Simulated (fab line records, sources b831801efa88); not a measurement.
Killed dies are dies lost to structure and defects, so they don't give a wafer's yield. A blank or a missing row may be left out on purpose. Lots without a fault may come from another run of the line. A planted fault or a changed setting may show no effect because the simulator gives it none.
fab line records | flow sky130
record lots=7 wafers=20 last_day=51
route steps=708 shown LI_CONTACT@371
lots that met no fault: from a run of the same line without faults
start_h: hours from the record's first day to the start of the lot's first wafer shown | wait_h: hours since the lot's step before | " the same as in the row above | L1.1+2: a row that stands for several wafers | - no value, or no start given | * or withheld: withheld | < > ~ a bound
route shown NAME@n: a module of which the file shows steps, and the number in the route of the first | usual: mean/standard deviation of fault-free wafers | same: alike in all rows | chamber/n: place in a boat | sites: the reading at each site | _std_site: their standard deviation | _edge_site: outer sites' mean less inner sites' | radius_mm: how far each site lies from the wafer's centre | mask NAME#n: copy n | behind: the tool/chamber that last shaped the wafer | hold: why the lot was held/for how many hours/how that ended | device: the transistor (n, p or np) that didn't switch | end of line: the same wafers' tests at the end of the route | a step without rows: its recipe alone | killed: dies lost to structure and defects at the first sort, not the wafer's yield | map: a wafer's dies, x killed, . not, _ none there
set.NAME: the setting as run; set.NAME@STEP: as run at that earlier step | model.NAME: the simulator's own value behind a step, which no gauge read
lots at some steps of the route; a table a step, a row a wafer
services: from which hour (start_h, from the record's first day; less than 0 if before it) a tool's chamber was out of use, for how many hours, and why
## steps
# step SKY_LI_CONTACT_EXPOSE_09
# recipe mask_id=LICM1 na=0.8 source_shape=annular sigma_inner=0.55 sigma_outer=0.85 target_cd_nm=170 dose_mj=38
# step SKY_LI_CONTACT_PEB_10
# recipe peb_temp_c=withheld peb_time_s=withheld resist=KrF-thick
# step SKY_LI_CONTACT_DEVELOP_11
# recipe develop_time_s=60 resist=KrF-thick dev_temp_c=21
# step SKY_LI_CONTACT_CD_MEAS_12
# recipe target_cd_nm=170
# usual cd_nm=170.0/1.6
# columns lot.wafer tool chamber start_h wait_h cd_nm
L615.1 cd_sem-02 - 700.57 - 166.9
L615.3 " - " " 169.1
L615.4 " - " " 167.7
L621.2 cd_sem-02 - 739.54 - 165.7
L621.5 " - " " 166.4
L621.6 " - " " 167.2
L622.4 cd_sem-01 - 753.22 - 172.0
L622.6 " - " " 172.3
L624.2 cd_sem-01 - 762.96 - 169.4
L624.3 " - " " 167.9
L624.4 " - " " 169.6
L631.4 cd_sem-01 - 822.48 - 171.3
L631.5 " - " " 171.5
L631.6 " - " " 170.9
L633.2 cd_sem-02 - 831.36 - 170.1
L633.4 " - " " 170.4
L633.6 " - " " 169.6
L638.2 cd_sem-01 - 871.33 - 169.1
L638.4 " - " " 169.1
L638.6 " - " " 169.8
# step SKY_LI_CONTACT_OVL_MEAS_13
# usual LI_CONTACT_OVL=0/5.1
# columns lot.wafer tool chamber start_h wait_h LI_CONTACT_OVL[nm]
L615.1 overlay-01 - 700.69 0.1 6
L615.3 " - " " 2
L615.4 " - " " 2
L621.2 overlay-01 - 739.64 0.1 4
L621.5 " - " " -3
L621.6 " - " " -8
L622.4 overlay-02 - 753.30 0.1 1
L622.6 " - " " 1
L624.2 overlay-02 - 763.07 0.1 4
L624.3 " - " " -2
L624.4 " - " " 13
L631.4 overlay-02 - 822.56 0.1 -8
L631.5 " - " " -4
L631.6 " - " " -4
L633.2 overlay-01 - 831.47 0.1 11
L633.4 " - " " 5
L633.6 " - " " -1
L638.2 overlay-02 - 871.44 0.1 -4
L638.4 " - " " -2
L638.6 " - " " 1
# step SKY_LI_CONTACT_ETCH_14
# recipe chemistry=N2/H2 target=BARC ion_energy_ev=200 source_w=500 bias_w=100 pressure_mtorr=30 n2_flow_sccm=100 h2_flow_sccm=200 stop_on=SiO2 time_s=45.9 target_depth_a=600
# usual drypump_motor_current_A=6.0/0.56 n2_flow_sccm=100.00/0.29 oes_product_au=0.855/0.0049 rf_fwd_power_W=494.8/2 throttle_valve_pct=13.225/0.0085
# columns lot.wafer tool chamber start_h wait_h drypump_motor_current_A n2_flow_sccm oes_product_au rf_fwd_power_W rf_hours_counter_h throttle_valve_pct
L615.1 rie_diel-01 3 700.72 0.0 5.5 100.03 0.858 497.6 49 13.229
L615.3 " 0 " " 5.8 99.81 0.856 498.2 6 13.226
L615.4 " 2 " " 6.3 99.66 0.855 495.6 8 13.221
L621.2 rie_diel-01 0 739.67 0.0 5.8 100.22 0.856 495.4 7 13.227
L621.5 " 0 " " 5.7 99.93 0.856 495.1 - 13.219
L621.6 " 1 " " 6.0 100.31 0.847 493.6 - 13.222
L622.4 rie_diel-01 3 753.32 0.0 5.5 100.28 0.848 497.1 1 13.226
L622.6 " 3 " " 5.5 99.77 0.844 497.3 - 13.214
L624.2 rie_diel-03 2 763.10 0.0 5.9 100.17 0.852 494.6 35 13.212
L624.3 " 1 " " 6.3 100.11 0.855 495.1 19 13.238
L624.4 " 0 " " 6.7 100.21 0.855 496.0 8 13.214
L631.4 rie_diel-04 0 822.57 0.0 4.9 100.08 0.859 492.6 6 13.215
L631.5 " 2 " " 6.5 99.60 0.863 491.8 - 13.227
L631.6 " 1 " " 6.0 100.50 0.864 494.3 - 13.229
L633.2 rie_diel-01 2 831.50 0.0 6.3 99.92 0.855 494.8 10 13.235
L633.4 " 3 " " 5.5 100.49 0.848 494.7 2 13.223
L633.6 " 1 " " 6.1 99.81 0.859 492.6 - 13.222
L638.2 rie_diel-03 0 871.47 0.0 6.7 99.86 0.860 493.9 12 13.214
L638.4 " 2 " " 5.8 100.32 0.859 496.6 - 13.233
L638.6 " 3 " " 4.9 99.84 0.859 493.2 - 13.237
# step SKY_LI_CONTACT_ETCH_15
# recipe target=PSG chemistry=C4F8/O2/Ar stop_on=Si taper_deg=4.15 mask_material=KrF-thick source_w=1500 bias_w=1200 pressure_mtorr=40 c4f8_flow_sccm=withheld O2_flow_sccm=6 Ar_flow_sccm=300 time_s=withheld target_depth_a=6000
# step SKY_LI_CONTACT_STRIP_16
# recipe chemistry=O2/N2 power_w=1400 pressure_mtorr=1500 platen_temp_c=withheld o2_flow_sccm=3000 n2_flow_sccm=300 overash_fraction=0.5
# usual drypump_motor_current_A=5.7/0.4 n2_flow_sccm=300.1/0.81 o2_flow_sccm=3000/9.6 oes_product_au=0.376/0.0047 strip_time_to_endpoint_s=3.514/0.021
# same overash_fraction=0.5
# columns lot.wafer tool chamber start_h wait_h drypump_motor_current_A n2_flow_sccm o2_flow_sccm oes_product_au rf_hours_counter_h strip_time_to_endpoint_s
L615.1 plasma_asher-04 0 700.85 - 5.2 298.9 3015 0.375 78 3.494
L615.3 " 1 " " 6.1 300.2 2993 0.382 - 3.506
L615.4 " 0 " " 5.2 297.7 3001 0.371 - 3.496
L621.2 plasma_asher-02 1 739.80 - 6.1 300.7 3003 0.373 63 3.502
L621.5 " 0 " " 5.9 301.7 2995 0.374 - 3.527
L621.6 " 1 " " 6.1 301.4 2999 0.381 - 3.513
L622.4 plasma_asher-04 1 753.48 - 6.1 298.4 2998 0.373 - 3.472
L622.6 " 1 " " 6.1 299.6 3006 0.373 - 3.497
L624.2 plasma_asher-04 1 763.22 - 6.1 301.0 2996 0.378 85 3.506
L624.3 " 0 " " 5.3 299.8 2996 0.380 - 3.498
L624.4 " 1 " " 6.1 301.0 3005 0.377 - 3.529
L631.4 plasma_asher-02 0 822.73 - 6.0 299.9 2987 0.376 - 3.533
L631.5 " 0 " " 6.0 300.4 3005 0.375 - 3.512
L631.6 " 1 " " 6.1 299.9 2980 0.386 - 3.504
L633.2 plasma_asher-02 1 831.62 - 6.1 300.5 2992 0.381 72 3.504
L633.4 " 0 " " 6.0 300.2 3012 0.384 - 3.495
L633.6 " 0 " " 5.9 300.6 3010 0.386 - 3.527
L638.2 plasma_asher-02 1 871.60 - 6.1 300.8 3021 0.375 76 3.511
L638.4 " 1 " " 6.1 299.6 3013 0.373 - 3.465
L638.6 " 0 " " 6.0 299.5 3000 0.381 - 3.493
# step SKY_LI_CONTACT_CLEAN_17
# recipe chemistry=NMP time_s=600 temp_c=60 dry=n2_spin
# step SKY_LI_CONTACT_PRE_CLEAN_18
# recipe gas=Ar time_s=5.6 bias_v=358
# step SKY_LI_CONTACT_SPUTTER_19
# recipe material=Ti target_thk_nm=20 chamber_pressure_pa=5 power_w=2500 substrate_temp_c=200 time_s=106.37
# usual throttle_valve_pct=29.7/1.5
# columns lot.wafer tool chamber start_h wait_h throttle_valve_pct
L615.1 pvd_sputter-03 - 701.15 0.0 29.6
L615.3 " - " " 29.6
L615.4 " - " " 31.4
L621.2 pvd_sputter-01 - 740.11 0.0 30.6
L621.5 " - " " 28.4
L621.6 " - " " 30.2
L622.4 pvd_sputter-03 - 753.74 0.0 29.5
L622.6 " - " " 28.5
L624.2 pvd_sputter-03 - 763.52 0.0 28.1
L624.3 " - " " 29.7
L624.4 " - " " 29.4
L631.4 pvd_sputter-03 - 823.00 0.0 28.5
L631.5 " - " " 28.3
L631.6 " - " " 29.4
L633.2 pvd_sputter-01 - 831.92 0.0 28.2
L633.4 " - " " 30.7
L633.6 " - " " 30.2
L638.2 pvd_sputter-03 - 871.89 0.0 29.7
L638.4 " - " " 31.8
L638.6 " - " " 29.2
# step SKY_LI_CONTACT_SPUTTER_20
# recipe material=TiN target_thk_nm=20 chamber_pressure_pa=5 power_w=4000 time_s=80
# usual throttle_valve_pct=29.7/1.5
# columns lot.wafer tool chamber start_h wait_h throttle_valve_pct
L615.1 pvd_sputter-03 - 701.22 0.0 29.4
L615.3 " - " " 29.6
L615.4 " - " " 31.3
L621.2 pvd_sputter-01 - 740.19 0.0 30.7
L621.5 " - " " 28.0
L621.6 " - " " 30.2
L622.4 pvd_sputter-03 - 753.81 0.0 29.5
L622.6 " - " " 28.3
L624.2 pvd_sputter-03 - 763.59 0.0 28.2
L624.3 " - " " 29.6
L624.4 " - " " 29.2
L631.4 pvd_sputter-03 - 823.07 0.0 28.3
L631.5 " - " " 28.2
L631.6 " - " " 29.2
L633.2 pvd_sputter-01 - 831.99 0.0 28.0
L633.4 " - " " 30.9
L633.6 " - " " 30.0
L638.2 pvd_sputter-03 - 871.97 0.0 29.6
L638.4 " - " " 31.6
L638.6 " - " " 29.5
# step SKY_LI_CONTACT_CVD_21
# recipe material=W target_thk_nm=400 time_s=120.56 temp_c=400 pressure_torr=40
# usual heater_power_outer_w=569/72 heater_power_w=896/90
# columns lot.wafer tool chamber start_h wait_h heater_power_outer_w heater_power_w model.W_of_LI_CONTACT_CVD_21.thk_nm
L615.1 cvd_w-02 0 701.28 0.0 510 843 397.4
L615.3 " 0 " " 532 818 403.4
L615.4 " 1 " " 697 1035 406.4
L621.2 cvd_w-01 0 740.25 0.0 508 837 400.5
L621.5 " 0 " " 520 825 404.1
L621.6 " 1 " " 556 862 427.1
L622.4 cvd_w-01 1 753.92 0.1 555 876 421
L622.6 " 1 " " 561 879 421.2
L624.2 cvd_w-01 1 763.66 0.0 543 889 400.1
L624.3 " 1 " " 538 899 403
L624.4 " 0 " " 497 827 424.2
L631.4 cvd_w-01 0 823.18 0.1 513 864 400.7
L631.5 " 0 " " 511 819 399.1
L631.6 " 1 " " 563 887 395.3
L633.2 cvd_w-01 0 832.06 0.0 516 829 397.4
L633.4 " 0 " " 505 823 391.2
L633.6 " 1 " " 547 908 398.6
L638.2 cvd_w-02 0 872.03 0.0 529 826 407.8
L638.4 " 1 " " 700 1069 403.5
L638.6 " 1 " " 681 1061 403.7
# step SKY_LI_CONTACT_RS_MEAS_22
# recipe thk_meas_gauge=four-point-probe reads=W_of_LI_CONTACT_CVD_21+TiN_of_LI_CONTACT_SPUTTER_20+Ti_of_LI_CONTACT_SPUTTER_19
# usual LI_CONTACT_W_RS=0.2836/0.0027
# columns lot.wafer tool chamber start_h wait_h hold LI_CONTACT_W_RS[ohm/sq]
L615.1 film_metro-02 - 701.41 0.1 - 0.2868
L615.3 " - " " - 0.2819
L615.4 " - " " - 0.2802
L621.2 film_metro-01 - 740.39 0.1 await_dispo/0.2h/release 0.2842
L621.5 " - " " await_dispo/0.2h/release 0.2816
L621.6 " - " " await_dispo/0.2h/release 0.2662
L621.2 film_metro-01 - 740.68 0.3 - 0.2843
L621.5 " - " " - 0.2815
L621.6 " - " " - 0.2663
L622.4 film_metro-01 - 754.06 0.1 await_dispo/0.2h/release 0.2702
L622.6 " - " " await_dispo/0.2h/release 0.2704
L622.4 film_metro-01 - 754.35 0.3 - 0.2706
L622.6 " - " " - 0.2705
L624.2 film_metro-01 - 763.80 0.1 await_dispo/0.2h/release 0.2846
L624.3 " - " " await_dispo/0.2h/release 0.2824
L624.4 " - " " await_dispo/0.2h/release 0.2684
L624.2 film_metro-01 - 764.19 0.4 - 0.2852
L624.3 " - " " - 0.2826
L624.4 " - " " - 0.2682
L631.4 film_metro-02 - 823.32 0.1 - 0.2838
L631.5 " - " " - 0.2848
L631.6 " - " " - 0.2877
L633.2 film_metro-03 - 832.20 0.1 - 0.2865
L633.4 " - " " - 0.2919
L633.6 " - " " - 0.2861
L638.2 film_metro-03 - 872.17 0.1 - 0.2794
L638.4 " - " " - 0.2819
L638.6 " - " " - 0.2823
# step SKY_LI_CONTACT_THK_MEAS_23
# recipe thk_meas_gauge=xrf reads=W_of_LI_CONTACT_CVD_21
# usual LI_CONTACT_W_THK=425/5.2
# columns lot.wafer tool chamber start_h wait_h hold LI_CONTACT_W_THK[nm]
L615.1 film_metro-02 - 701.53 0.1 - 425
L615.3 " - " " - 434
L615.4 " - " " - 433
L621.2 film_metro-01 - 743.87 3.2 await_dispo/0.2h/release 425
L621.5 " - " " await_dispo/0.2h/release 427
L621.6 " - " " await_dispo/0.2h/release 453
L621.2 film_metro-01 - 744.15 0.3 - 421
L621.5 " - " " - 422
L621.6 " - " " - 445
L622.4 film_metro-01 - 758.15 3.8 await_dispo/0.2h/release 444
L622.6 " - " " await_dispo/0.2h/release 444
L622.4 film_metro-01 - 758.38 0.2 - 442
L622.6 " - " " - 443
L624.2 film_metro-01 - 770.75 6.5 await_dispo/0.2h/release 423
L624.3 " - " " await_dispo/0.2h/release 429
L624.4 " - " " await_dispo/0.2h/release 451
L624.2 film_metro-01 - 770.97 0.2 - 422
L624.3 " - " " - 427
L624.4 " - " " - 452
L631.4 film_metro-02 - 823.41 0.1 - 425
L631.5 " - " " - 419
L631.6 " - " " - 416
L633.2 film_metro-03 - 832.31 0.1 - 420
L633.4 " - " " - 412
L633.6 " - " " - 424
L638.2 film_metro-03 - 872.28 0.1 - 437
L638.4 " - " " - 432
L638.6 " - " " - 431
# step SKY_LI_CONTACT_CMP_24
# recipe stop_on=PSG t_overpolish_s=20 down_force_psi=3.5 platen_rpm=60 target_thk_nm=0 pad_velocity_m_s=0.94248
# usual motor_current_A=11.1/1.2 slurry_filter_dp_kPa=13.49/0.12
# columns lot.wafer tool chamber start_h wait_h hold motor_current_A slurry_filter_dp_kPa
L615.4 cmp-01 3 701.64 0.1 - 10.5 13.62
L615.3 " 0 " " - 9.5 13.51
L615.1 " 1 " " - 10.7 13.49
L621.2 cmp-02 3 748.17 4.0 await_dispo/3.2h/release 11.5 13.47
L621.5 " 0 " " await_dispo/3.2h/release 9.6 13.33
L621.6 " 1 " " await_dispo/3.2h/release 13.2 13.44
L622.4 cmp-02 3 762.82 4.4 await_dispo/4.2h/release 11.6 13.63
L622.6 " 1 " " await_dispo/4.2h/release 13.1 13.53
L624.4 cmp-02 1 773.32 2.3 await_dispo/2.2h/release 13.0 13.49
L624.3 " 2 " " await_dispo/2.2h/release 12.4 13.53
L624.2 " 3 " " await_dispo/2.2h/release 11.6 13.42
L631.4 cmp-01 3 823.59 0.2 - 9.8 13.37
L631.5 " 0 " " - 10.0 13.37
L631.6 " 1 " " - 10.2 13.36
L633.4 cmp-01 1 832.36 0.0 - 10.9 13.46
L633.2 " 0 " " - 9.9 13.27
L633.6 " 2 " " - 11.8 13.75
L638.4 cmp-02 2 872.33 0.0 - 11.5 13.59
L638.2 " 3 " " - 11.8 13.38
L638.6 " 3 " " - 12.5 13.54
## services
# columns tool chamber start_h hours kind
pvd_sputter-03 - 692.16 2.4 repair
rie_diel-03 1 712.71 6.8 repair
rie_diel-03 3 714.80 4.3 repair
pvd_sputter-03 - 714.96 22.0 repair
plasma_asher-04 - 718.77 0.6 repair
cmp-01 - 721.36 4.9 pm
cmp-02 - 730.78 6.5 repair
cvd_w-02 - 731.80 6.0 pm
cmp-02 - 736.27 1.1 repair
pvd_sputter-03 - 737.05 1.7 repair
cvd_w-02 - 738.13 2.8 pm
cmp-02 - 744.02 4.0 pm
rie_diel-03 - 750.94 2.8 pm
plasma_asher-04 - 764.55 1.2 repair
rie_diel-01 0 773.71 1.3 repair
cmp-02 - 775.01 7.7 pm
rie_diel-01 2 777.35 5.9 repair
rie_diel-01 - 790.44 28.1 pm
cmp-01 - 813.45 2.8 repair
plasma_asher-02 - 837.47 0.3 repair
rie_diel-01 3 837.56 5.5 repair
cmp-02 - 851.84 4.1 pm
plasma_asher-02 - 862.05 0.6 repair
plasma_asher-02 - 867.50 2.8 pm
## key
first_sign step=SKY_LI_CONTACT_RS_MEAS_22 reading=visit direction=added
effect step=SKY_LI_CONTACT_RS_MEAS_22 reading=LI_CONTACT_W_RS direction=down sigmas=5.5 usual=0.2836 struck=0.2688
effect step=SKY_LI_CONTACT_THK_MEAS_23 reading=visit direction=added
effect step=SKY_LI_CONTACT_CMP_24 reading=hold direction=added
model_effect step=SKY_LI_CONTACT_CVD_21 value=W_of_LI_CONTACT_CVD_21.thk_nm without=401.9 struck=423.4
met_at SKY_LI_CONTACT_CVD_21
struck_wafers L621.6,L622.4,L622.6,L624.4
tester_left_out L621,L622,L624
fault kind=process_parameter_drift tool=cvd_w-01 chamber=- onset_h=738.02 steps=SKY_LI_CONTACT_CVD_21 channel=target_thk_nm offset=21.585 shape=step end_h=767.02 scope=struck_wafers_only acts_in=these_recipes_only stated=400
# tester_left_out: of these lots the tester's yield and bins aren't shown, on N5 and GAA mostly nor the transistor test; their killed dies are dies lost to structure and defects alone, not to doping, threshold or leakage, so they don't give the yield
